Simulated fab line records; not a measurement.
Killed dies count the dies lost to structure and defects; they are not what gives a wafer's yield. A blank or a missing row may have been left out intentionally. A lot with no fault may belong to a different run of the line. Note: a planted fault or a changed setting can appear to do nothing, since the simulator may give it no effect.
fab line records	flow sky130
[record] lots = 6	wafers = 18	last-day = 50
route steps=708 shown CAP2M@605 PAD_OPEN@708
lots untouched by any fault: they come from a run of this same line in which no faults occurred
start-h: the number of hours between the record's first day and the start of the first shown wafer of the lot	wait-h: how many hours have passed since the lot's step before this one	" same as the row above	L1.1+2: one row covering several wafers at once	- no value, or no start given	* or withheld: withheld	< > ~ a bound
route shown NAME@n: NAME is a module with steps in the file, n the number in the route of the first one	usual: average and standard deviation across the fault-free wafers	same: alike in all rows	chamber/n: place in a boat	sites: per-site readings	_std_site: how widely they spread, as a standard deviation	_edge_site: mean of outer sites minus mean of inner sites	radius-mm: how far each site lies from the wafer's centre	mask NAME#n: copy n	behind: the last tool/chamber to shape the wafer	hold: why the lot was held/for how many hours/how that ended	device: names the non-switching transistor (n, p or np)	end of line: tests run on the same wafers once the route is complete	for a step that has no rows: nothing shown but its recipe	killed: the dies lost at the first sort to structure and to defects; this is not the yield of the wafer	map: per-die view of a wafer (x killed, . not killed, _ where there is no die)
set.NAME: the setting the step ran with; set.NAME@STEP: the setting that earlier step ran with	model.NAME: the simulator's own value behind a step, which no gauge read
a table for each step, a row for each wafer; lots at some steps of the route
services: the hour from which a tool's chamber was out of use, counted from the record's first day as start-h (under 0 if before that day), plus the number of hours and why
[[steps]]
[step SKY_CAP2M_SPUTTER_02]
[recipe] material = TiN	target-thk-nm = 200	temp-c = 300	power-w = 6500	time-s = 166.7	chamber-pressure-pa = 0.4
[usual] susceptor-temp-C = 299.98/0.18	throttle-valve-pct = 30.3/0.99
[same] time-s = 166.7
lot.wafer	tool	chamber	start-h	wait-h	susceptor-temp-C	throttle-valve-pct
L923.3	pvd-sputter-01	-	960.38	0.0	299.78	29.5
L923.4	"	-	"	"	299.89	31.2
L923.5	"	-	"	"	299.90	29.5
L932.1	pvd-sputter-01	-	1016.40	0.1	299.65	29.5
L932.3	"	-	"	"	300.02	30.0
L932.6	"	-	"	"	299.70	30.0
L935.3	pvd-sputter-04	-	1037.52	0.0	299.95	31.0
L935.4	"	-	"	"	299.80	30.9
L935.6	"	-	"	"	299.70	31.1
L942.2	pvd-sputter-01	-	1083.28	0.0	299.79	29.5
L942.3	"	-	"	"	300.14	29.5
L942.6	"	-	"	"	299.75	29.5
L943.1	pvd-sputter-02	-	1089.33	0.1	299.98	30.0
L943.2	"	-	"	"	300.08	30.8
L943.5	"	-	"	"	299.83	30.5
L944.2	pvd-sputter-04	-	1089.64	0.0	300.02	31.4
L944.3	"	-	"	"	299.97	31.5
L944.6	"	-	"	"	299.99	31.3
[step SKY_CAP2M_RS_MEAS_03]
[recipe] thk-meas-gauge = four-point-probe	reads = TiN_of_CAP2M_SPUTTER_02
[usual] CAP2M_TIN_RS = 6.93/0.067
lot.wafer	tool	chamber	start-h	wait-h	CAP2M_TIN_RS[ohm/sq]
L923.3	film-metro-04	-	960.53	0.1	7.03
L923.4	"	-	"	"	7.06
L923.5	"	-	"	"	7.05
L932.1	film-metro-02	-	1016.51	0.1	6.88
L932.3	"	-	"	"	6.86
L932.6	"	-	"	"	6.85
L935.3	film-metro-03	-	1037.67	0.1	6.88
L935.4	"	-	"	"	6.88
L935.6	"	-	"	"	6.82
L942.2	film-metro-04	-	1083.41	0.1	6.94
L942.3	"	-	"	"	6.90
L942.6	"	-	"	"	6.92
L943.1	film-metro-02	-	1089.44	0.1	6.87
L943.2	"	-	"	"	6.92
L943.5	"	-	"	"	6.91
L944.2	film-metro-02	-	1089.77	0.1	6.90
L944.3	"	-	"	"	6.82
L944.6	"	-	"	"	6.88
[step SKY_CAP2M_THK_MEAS_04]
[recipe] thk-meas-gauge = xrf	reads = TiN_of_CAP2M_SPUTTER_02
[usual] CAP2M_TIN_THK = 199.0/2.3
lot.wafer	tool	chamber	start-h	wait-h	CAP2M_TIN_THK[nm]
L923.3	film-metro-04	-	960.63	0.1	196.1
L923.4	"	-	"	"	195.3
L923.5	"	-	"	"	196.2
L932.1	film-metro-02	-	1016.63	0.1	201.5
L932.3	"	-	"	"	202.1
L932.6	"	-	"	"	202.2
L935.3	film-metro-03	-	1037.77	0.1	200.3
L935.4	"	-	"	"	200.1
L935.6	"	-	"	"	201.1
L942.2	film-metro-04	-	1083.52	0.1	198.1
L942.3	"	-	"	"	199.3
L942.6	"	-	"	"	197.6
L943.1	film-metro-02	-	1089.56	0.1	201.1
L943.2	"	-	"	"	201.2
L943.5	"	-	"	"	201.3
L944.2	film-metro-02	-	1089.88	0.1	202.0
L944.3	"	-	"	"	203.6
L944.6	"	-	"	"	202.9
[step SKY_CAP2M_DEHYDRATE_05]
[recipe] temp-c = 200	time-s = 60
[step SKY_CAP2M_HMDS_06]
[recipe] prime-time-s = 60	prime-temp-c = 120
[step SKY_CAP2M_COAT_07]
[recipe] resist = NOVOLAK	spin-rpm = 3000	resist-thk-nm = 1140
[step SKY_CAP2M_SOFTBAKE_08]
[recipe] temp-c = 90	time-s = 60	resist = NOVOLAK
[step SKY_CAP2M_EXPOSE_09]
[recipe] mask-id = CAP2M	na = 0.6	source-shape = conventional	sigma-outer = 0.6	polarization = unpolarized	target-cd-nm = 1000	dose-mj = 159
[step SKY_CAP2M_PEB_10]
[recipe] temp-c = withheld	time-s = *	resist = NOVOLAK
[step SKY_CAP2M_DEVELOP_11]
[recipe] resist = NOVOLAK	developer = TMAH	develop-time-s = 60	dev-temp-c = 23
[step SKY_CAP2M_OVL_MEAS_12]
[usual] CAP2M_OVL = 0.9/1.4
lot.wafer	tool	chamber	start-h	wait-h	CAP2M_OVL[nm]
L923.3	overlay-02	-	983.98	0.1	-0.4
L923.4	"	-	"	"	1.1
L923.5	"	-	"	"	-0.7
L932.1	overlay-02	-	1039.27	0.1	3.3
L932.3	"	-	"	"	1.7
L932.6	"	-	"	"	2.1
L935.3	overlay-02	-	1059.93	0.1	-0.4
L935.4	"	-	"	"	-0.5
L935.6	"	-	"	"	-0.4
L942.2	overlay-02	-	1103.68	0.1	0.5
L942.3	"	-	"	"	2.0
L942.6	"	-	"	"	0.0
L943.1	overlay-02	-	1110.03	0.1	2.3
L943.2	"	-	"	"	2.2
L943.5	"	-	"	"	1.5
L944.2	overlay-01	-	1110.94	0.1	-0.5
L944.3	"	-	"	"	-0.7
L944.6	"	-	"	"	0.0
[step SKY_CAP2M_METAL_ETCH_13]
[recipe] target-depth-nm = 220	stop-on = SiO2	chemistry = Cl2/BCl3	target = TiN	pressure-mtorr = 10	icp-w = 900	bias-w = 48.5	Cl2_flow_sccm = 60	bcl3-flow-sccm = 30	time-s = 62.9
[usual] drypump-motor-current-A = 6.0/0.59	he-backside-leak-sccm = 3.18/0.19	oes-product-au = 0.939/0.0072	throttle-valve-pct = 21.902/0.01
[same] time-s = 62.9
lot.wafer	tool	chamber	start-h	wait-h	drypump-motor-current-A	he-backside-leak-sccm	oes-product-au	rf-hours-counter-h	throttle-valve-pct
L923.3	rie-metal-01	1	984.03	0.0	5.3	3.14	0.923	-	21.910
L923.4	"	0	"	"	6.4	3.42	0.919	-	21.910
L923.5	"	0	"	"	6.4	3.40	0.922	-	21.906
L932.1	rie-metal-03	0	1039.31	0.0	5.1	3.25	0.940	3	21.890
L932.3	"	1	"	"	6.8	3.43	0.952	-	21.900
L932.6	"	0	"	"	5.1	2.89	0.949	-	21.899
L935.3	rie-metal-03	0	1059.98	0.0	5.1	3.29	0.943	-	21.912
L935.4	"	1	"	"	6.7	3.14	0.948	-	21.897
L935.6	"	0	"	"	5.1	3.08	0.951	-	21.893
L942.2	rie-metal-04	0	1103.71	0.0	6.5	3.35	0.944	19	21.915
L942.3	"	1	"	"	5.7	3.15	0.942	-	21.903
L942.6	"	0	"	"	6.4	3.35	0.934	-	21.899
L943.1	rie-metal-03	1	1110.07	0.0	6.7	3.29	0.941	24	21.890
L943.2	"	0	"	"	5.1	2.98	0.945	8	21.897
L943.5	"	1	"	"	6.7	3.17	0.944	-	21.897
L944.2	rie-metal-03	1	1110.97	0.0	6.8	3.43	0.943	24	21.904
L944.3	"	1	"	"	6.8	3.37	0.950	-	21.902
L944.6	"	1	"	"	6.7	3.03	0.941	-	21.893
[step SKY_CAP2M_STRIP_14]
[recipe] chemistry = O2/N2	power-w = 1400	pressure-mtorr = 1500	platen-temp-c = withheld	o2-flow-sccm = 3000	n2-flow-sccm = 300	overash-fraction = 0.5
[usual] drypump-motor-current-A = 5.58/0.29	o2-flow-sccm = 3000/9.2	oes-product-au = 0.710/0.0045	strip-time-to-endpoint-s = 12.66/0.034
lot.wafer	tool	chamber	start-h	wait-h	drypump-motor-current-A	o2-flow-sccm	oes-product-au	rf-hours-counter-h	strip-time-to-endpoint-s
L923.3	plasma-asher-01	1	984.12	0.1	5.76	3004	0.711	-	12.73
L923.4	"	0	"	"	5.50	2988	0.709	-	12.75
L923.5	"	1	"	"	5.73	2999	0.706	-	12.72
L932.1	plasma-asher-01	1	1039.38	0.1	5.76	2413	0.698	91	12.82
L932.3	"	1	"	"	5.75	2406	0.708	-	12.83
L932.6	"	0	"	"	5.50	3002	0.714	-	12.68
L935.3	plasma-asher-01	1	1060.07	0.1	5.77	2409	0.699	-	12.82
L935.4	"	0	"	"	5.47	3016	0.713	-	12.67
L935.6	"	0	"	"	5.47	3012	0.710	-	12.69
L942.2	plasma-asher-02	1	1103.79	0.1	5.90	3007	0.709	35	12.70
L942.3	"	0	"	"	5.20	2997	0.712	-	12.66
L942.6	"	0	"	"	5.19	2991	0.717	-	12.68
L943.1	plasma-asher-02	1	1110.14	0.1	5.89	2979	0.707	36	12.69
L943.2	"	0	"	"	5.22	2993	0.725	36	12.62
L943.5	"	0	"	"	5.20	2996	0.714	-	12.65
L944.2	plasma-asher-02	0	1111.04	0.1	5.20	3007	0.715	36	12.68
L944.3	"	1	"	"	5.95	2990	0.713	-	12.67
L944.6	"	1	"	"	5.90	2992	0.716	-	12.70
[step SKY_CAP2M_STRIP_15]
[recipe] chemistry = post-etch-residue-remover	time-s = 1200	temp-c = 72.5
[step SKY_PAD_OPEN_PROBE_99]
[usual] defect-limited-yield = 82.6/1.7	killed_at_M0_to_M3 = 43/6.5	killed_at_M4_up = 3.2/1.9	killed-at-contacts = 25/5.5	killed-at-front-end = 14/4.2	killed-at-other = 0.2/0.44	killed-dies = 85/8.5	killed-on-rim = 16/3.3	killed-open = 47/7	killed-short = 39/6.3	sort_bin_3_pad_short = 0.9/0.46	sort_bin_5_function = 10.3/1.4	sort_bin_6_memory = 6.2/1.2	sort-n-pass = 407/8.5	sort-yield-pct = 82.6/1.7
[same] gross-dies = 492	killed-at-back-side = 0	sort_bin_4_leakage[%] = 0	sort_bin_8_speed[%] = 0
lot.wafer	tool	chamber	start-h	wait-h	defect-limited-yield[%]	killed_at_M0_to_M3	killed_at_M4_up	killed-at-contacts	killed-at-front-end	killed-at-other	killed-dies	killed-on-rim	killed-open	killed-short	sort_bin_3_pad_short[%]	sort_bin_5_function[%]	sort_bin_6_memory[%]	sort-n-pass	sort-yield-pct[%]
L923.3	prober-02	-	1103.09	0.2	82.3	44	5	17	20	1	87	21	33	54	1.2	8.9	7.5	405	82.3
L923.4	prober-02	-	1103.14	0.2	83.9	37	2	26	13	1	79	19	45	34	0.6	10.2	5.3	413	83.9
L923.5	prober-02	-	1103.19	0.2	80.5	48	4	24	20	0	96	23	56	40	0	13.0	6.5	396	80.5
L932.1	prober-01	-	1150.83	0.1	83.9	43	4	20	12	0	79	19	38	41	1.2	9.6	5.3	413	83.9
L932.3	prober-01	-	1150.93	0.2	83.5	42	2	29	8	0	81	26	42	39	1.0	9.3	6.1	411	83.5
L932.6	prober-01	-	1151.08	0.2	85.2	37	3	21	12	0	73	14	49	24	0.6	9.3	4.9	419	85.2
L935.3	prober-02	-	1166.37	0.2	85.4	36	0	21	15	0	72	11	42	30	0.6	7.9	6.1	420	85.4
L935.4	prober-02	-	1166.42	0.2	80.1	56	2	23	17	0	98	22	68	30	1.0	11.8	7.1	394	80.1
L935.6	prober-02	-	1166.52	0.2	82.3	37	2	27	21	0	87	17	47	40	1.0	10.4	6.3	405	82.3
L942.2	prober-01	-	1201.74	0.1	83.7	44	5	20	11	0	80	15	44	36	0.6	9.8	5.9	412	83.7
L942.3	prober-01	-	1201.79	0.2	80.7	57	3	17	17	1	95	24	48	47	2.6	11.0	5.7	397	80.7
L942.6	prober-01	-	1201.94	0.2	82.5	47	1	24	13	1	86	16	55	31	0.6	11.4	5.5	406	82.5
L943.1	prober-02	-	1205.75	0.1	85.0	40	1	23	10	0	74	16	43	31	0.6	10.0	4.5	418	85.0
L943.2	prober-02	-	1205.80	0.1	81.9	44	2	30	13	0	89	14	35	54	1.0	12.6	4.5	403	81.9
L943.5	prober-02	-	1205.95	0.2	79.9	35	5	37	21	1	99	23	49	50	1.4	12.2	6.5	393	79.9
L944.2	prober-01	-	1206.29	0.1	82.1	46	2	25	15	0	88	16	48	40	1.0	10.0	6.9	404	82.1
L944.3	prober-01	-	1206.34	0.2	85.0	36	4	25	9	0	74	15	40	34	0.6	9.3	5.1	418	85.0
L944.6	prober-01	-	1206.49	0.2	81.3	39	3	28	22	0	92	14	52	40	0.6	12.6	5.5	400	81.3
// killed by level:class
L923.3 VIA3:geometric-particle:open=11 POLY_GATE:geometric-particle:short=7 FIELD_ISO:geometric-particle:short=6 CONTACT:geometric-particle:open=6 VIA3:geometric-particle:short=6 VIA1:geometric-particle:open=6 METAL1:geometric-particle:short=5 METAL4:geometric-particle:short=5
L923.4 CONTACT:geometric-particle:open=12 VIA1:geometric-particle:open=9 LI_CONTACT:geometric-particle:open=7 VIA1:geometric-particle:short=6 METAL2:geometric-particle:short=5 VIA3:geometric-particle:open=5 METAL3:geometric-particle:short=4 FIELD_ISO:geometric-particle:short=3
L923.5 VIA1:geometric-particle:open=11 VIA2:geometric-particle:open=9 CONTACT:geometric-particle:open=8 LI_CONTACT:geometric-particle:open=6 FIELD_ISO:geometric-particle:open=5 POLY_GATE:geometric-particle:open=5 METAL3:geometric-particle:short=5 POLY_GATE:geometric-particle:short=4
L932.1 VIA1:geometric-particle:open=8 CONTACT:geometric-particle:open=7 VIA2:geometric-particle:open=6 METAL1:geometric-particle:short=6 VIA1:geometric-particle:short=6 METAL2:geometric-particle:short=6 CONTACT:geometric-particle:short=5 LI_CONTACT:geometric-particle:open=4
L932.3 CONTACT:geometric-particle:open=9 LOCAL_INTERCONNECT:geometric-particle:short=8 VIA1:geometric-particle:open=7 VIA3:geometric-particle:open=7 LI_CONTACT:geometric-particle:open=6 CONTACT:geometric-particle:short=6 VIA1:geometric-particle:short=5 METAL1:geometric-particle:short=4
L932.6 VIA1:geometric-particle:open=10 VIA2:geometric-particle:open=8 CONTACT:geometric-particle:open=7 FIELD_ISO:geometric-particle:open=6 LI_CONTACT:geometric-particle:open=6 VIA1:geometric-particle:short=4 VIA3:geometric-particle:open=4 LI_CONTACT:geometric-particle:short=3
L935.3 CONTACT:geometric-particle:open=13 METAL1:geometric-particle:short=10 VIA1:geometric-particle:open=6 POLY_GATE:geometric-particle:short=5 METAL1:geometric-particle:open=4 VIA2:geometric-particle:open=4 VIA3:geometric-particle:open=4 FIELD_ISO:geometric-particle:open=3
L935.4 VIA3:geometric-particle:open=14 CONTACT:geometric-particle:open=12 VIA2:geometric-particle:open=12 VIA1:geometric-particle:open=10 POLY_GATE:geometric-particle:open=6 LI_CONTACT:geometric-particle:open=6 VIA1:geometric-particle:short=5 POLY_GATE:geometric-particle:short=4
L935.6 CONTACT:geometric-particle:open=12 FIELD_ISO:geometric-particle:open=8 VIA1:geometric-particle:short=8 VIA1:geometric-particle:open=8 LI_CONTACT:geometric-particle:open=6 POLY_GATE:geometric-particle:short=5 METAL2:geometric-particle:short=5 LOCAL_INTERCONNECT:geometric-particle:short=4
L942.2 VIA1:geometric-particle:open=10 VIA3:geometric-particle:open=9 LI_CONTACT:geometric-particle:short=7 VIA2:geometric-particle:open=6 METAL1:geometric-particle:short=5 CONTACT:geometric-particle:open=5 POLY_GATE:geometric-particle:short=4 LI_CONTACT:geometric-particle:open=4
L942.3 VIA1:geometric-particle:open=14 METAL2:geometric-particle:short=8 VIA2:geometric-particle:open=7 VIA1:geometric-particle:short=6 CONTACT:geometric-particle:open=5 VIA3:geometric-particle:open=5 FIELD_ISO:geometric-particle:open=4 POLY_GATE:geometric-particle:short=4
L942.6 VIA1:geometric-particle:open=17 CONTACT:geometric-particle:open=9 LI_CONTACT:geometric-particle:open=7 METAL1:geometric-particle:short=7 POLY_GATE:geometric-particle:open=5 VIA2:geometric-particle:open=5 FIELD_ISO:geometric-particle:short=3 FIELD_ISO:geometric-particle:open=3
L943.1 CONTACT:geometric-particle:open=9 VIA2:geometric-particle:open=8 METAL1:geometric-particle:short=8 VIA1:geometric-particle:open=8 CONTACT:geometric-particle:short=6 VIA3:geometric-particle:open=5 POLY_GATE:geometric-particle:open=3 LI_CONTACT:geometric-particle:open=3
L943.2 METAL1:geometric-particle:short=14 CONTACT:geometric-particle:open=12 METAL2:geometric-particle:short=7 VIA1:geometric-particle:open=7 LI_CONTACT:geometric-particle:short=5 CONTACT:geometric-particle:short=5 FIELD_ISO:geometric-particle:short=4 FIELD_ISO:geometric-particle:open=4
L943.5 CONTACT:geometric-particle:open=19 VIA1:geometric-particle:open=8 VIA1:geometric-particle:short=7 POLY_GATE:geometric-particle:short=6 FIELD_ISO:geometric-particle:short=5 LI_CONTACT:geometric-particle:short=5 LI_CONTACT:geometric-particle:open=5 LOCAL_INTERCONNECT:geometric-particle:short=5
L944.2 VIA1:geometric-particle:open=13 CONTACT:geometric-particle:open=10 METAL1:geometric-particle:short=8 VIA2:geometric-particle:open=8 LI_CONTACT:geometric-particle:open=6 METAL2:geometric-particle:short=4 VIA3:geometric-particle:short=4 POLY_GATE:geometric-particle:short=3
L944.3 CONTACT:geometric-particle:open=10 VIA1:geometric-particle:open=10 LI_CONTACT:geometric-particle:open=5 LOCAL_INTERCONNECT:geometric-particle:short=4 METAL4:geometric-particle:short=4 CONTACT:geometric-particle:short=4 METAL1:geometric-particle:short=4 VIA2:geometric-particle:short=4
L944.6 VIA1:geometric-particle:open=10 FIELD_ISO:geometric-particle:open=9 LI_CONTACT:geometric-particle:open=7 VIA2:geometric-particle:open=7 VIA3:geometric-particle:open=7 CONTACT:geometric-particle:short=6 CONTACT:geometric-particle:open=6 METAL2:geometric-particle:short=6
[[services]]
tool	chamber	start-h	hours	kind
rie-metal-03	-	947.14	0.7	repair
rie-metal-03	0	958.67	-	clean
rie-metal-03	0	958.67	20.5	scheduled-down
rie-metal-03	0	958.67	20.5	vent-cycle
rie-metal-04	-	960.24	2.8	pm
plasma-asher-01	-	977.57	0.7	repair
plasma-asher-01	-	987.59	0.6	repair
rie-metal-01	0	994.28	6.7	repair
plasma-asher-02	-	1034.80	1.3	repair
[[key]]
[first-sign] step = SKY_CAP2M_STRIP_14	reading = o2-flow-sccm	direction = down	sigmas = 65	usual = 3000	struck = 2409
[effect] step = SKY_CAP2M_STRIP_14	reading = strip-time-to-endpoint-s	direction = up	sigmas = 4.9	usual = *	struck = *
met-at SKY_CAP2M_STRIP_14
struck-wafers L932.1,L932.3,L935.3
onset-between 984.12 1039.38
[fault] kind = process-parameter-drift	tool = plasma-asher-01	chamber = 1	onset-h = 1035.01	steps = SKY_CAP2M_STRIP_14	channel = o2-flow-sccm	offset = -600	shape = step	end-h = 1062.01	acts-in = these-recipes-only	stated = 3000
